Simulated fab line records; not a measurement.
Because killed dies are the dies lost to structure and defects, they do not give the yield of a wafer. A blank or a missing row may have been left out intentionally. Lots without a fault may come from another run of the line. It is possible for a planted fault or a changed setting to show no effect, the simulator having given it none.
Which tool was responsible? | flow gf180mcu | 33 wafers from 11 lots sampled at 4 of the route's 602 steps

## WHAT THE GAUGES SHOWED, per wafer
GF_MVPSD_TW_MEAS_11.
lot  | measured     | on            | MVPSD_TW
L650 | day 5 10:08  | film metro-02 | 545 544 542
L651 | day 5 15:47  | film metro-04 | 744 745 740
L656 | day 6 21:04  | film metro-04 | 749 747 748
L660 | day 7 20:09  | film metro-04 | 551 554 550
L662 | day 8 07:52  | film metro-04 | 551 551 550
L664 | day 9 04:33  | film metro-04 | 554 552 554
L666 | day 9 10:27  | film metro-01 | 556 553 556
L667 | day 9 15:19  | film metro-02 | 549 550 546
L668 | day 10 01:05 | film metro-04 | 551 554 549
L669 | day 10 05:02 | film metro-01 | 554 556 557
L671 | day 10 18:57 | film metro-02 | 554 551 552

## TOOL THAT RAN EACH LOT (tool first, then ch and the chambers of the sampled wafers, then the start)
lot  | GF_DNWELL_STRIP_08                  | GF_NWELL_STRIP_10                   | GF_MVPSD_IMPLANT_09
L650 | plasma asher-03 ch 0,1, day 3 00:22 | plasma asher-03 ch 0,1, day 3 13:59 | implanter-01 ch 0, day 5 09:54
L651 | plasma asher-02 ch 0,1, day 3 05:47 | plasma asher-03 ch 0,1, day 3 19:44 | implanter-01 ch 0, day 5 15:33
L656 | plasma asher-02 ch 0,1, day 4 10:22 | plasma asher-04 ch 0,1, day 5 00:22 | implanter-01 ch 0, day 6 20:49
L660 | plasma asher-03 ch 0,1, day 5 05:56 | plasma asher-03 ch 0,1, day 5 20:26 | implanter-02 ch 0, day 7 19:55
L662 | plasma asher-04 ch 0,1, day 5 16:25 | plasma asher-04 ch 0,1, day 6 07:26 | implanter-02 ch 0, day 8 07:38
L664 | plasma asher-02 ch 0,1, day 6 09:31 | plasma asher-03 ch 0,1, day 7 01:34 | implanter-04 ch 0, day 9 04:18
L666 | plasma asher-04 ch 1, day 6 15:29   | plasma asher-01 ch 0, day 7 07:26   | implanter-01 ch 0, day 9 10:12
L667 | plasma asher-04 ch 0,1, day 6 18:51 | plasma asher-01 ch 0,1, day 7 11:10 | implanter-02 ch 0, day 9 15:06
L668 | plasma asher-02 ch 0,1, day 7 04:09 | plasma asher-01 ch 0,1, day 7 20:07 | implanter-04 ch 0, day 10 00:51
L669 | plasma asher-04 ch 0,1, day 7 08:41 | plasma asher-01 ch 0,1, day 8 01:29 | implanter-01 ch 0, day 10 04:47
L671 | plasma asher-03 ch 0,1, day 7 20:34 | plasma asher-01 ch 0,1, day 8 13:28 | implanter-02 ch 0, day 10 18:42
- GF_DNWELL_STRIP_08: strips in O2/N2.
- GF_NWELL_STRIP_10: strips in O2/N2.
- GF_MVPSD_IMPLANT_09

## THE ANSWER, worked out from the rows above alone
Rule: the usual values come from the lots themselves. Put in order of their means at a reading, lots are off if they are a third of the lots or fewer, leave a main group of 4 or more, and stand apart from it by a gap of 3 or more times the standard deviation of the main group's means; of several such gaps the widest counts. The tables above print the reading to a certain number of digits; a main group whose means all agree to those digits is not used. Also off: a lot with no number at a reading for which 4 or more lots have one. All remaining lots with rows at the step are treated as sound.
Off: at GF_MVPSD_TW_MEAS_11 (MVPSD_TW), L651, L656. Main group: mean 551, sd 3.4.
If a tool, at a process step before that reading, ran all the lots that are off and no sound lot after the first of them, it fits. Those tools and the gauges at GF_MVPSD_TW_MEAS_11 are tried in the same way. No candidate that was tried fits.

## WHAT THE SIMULATOR PUT IN
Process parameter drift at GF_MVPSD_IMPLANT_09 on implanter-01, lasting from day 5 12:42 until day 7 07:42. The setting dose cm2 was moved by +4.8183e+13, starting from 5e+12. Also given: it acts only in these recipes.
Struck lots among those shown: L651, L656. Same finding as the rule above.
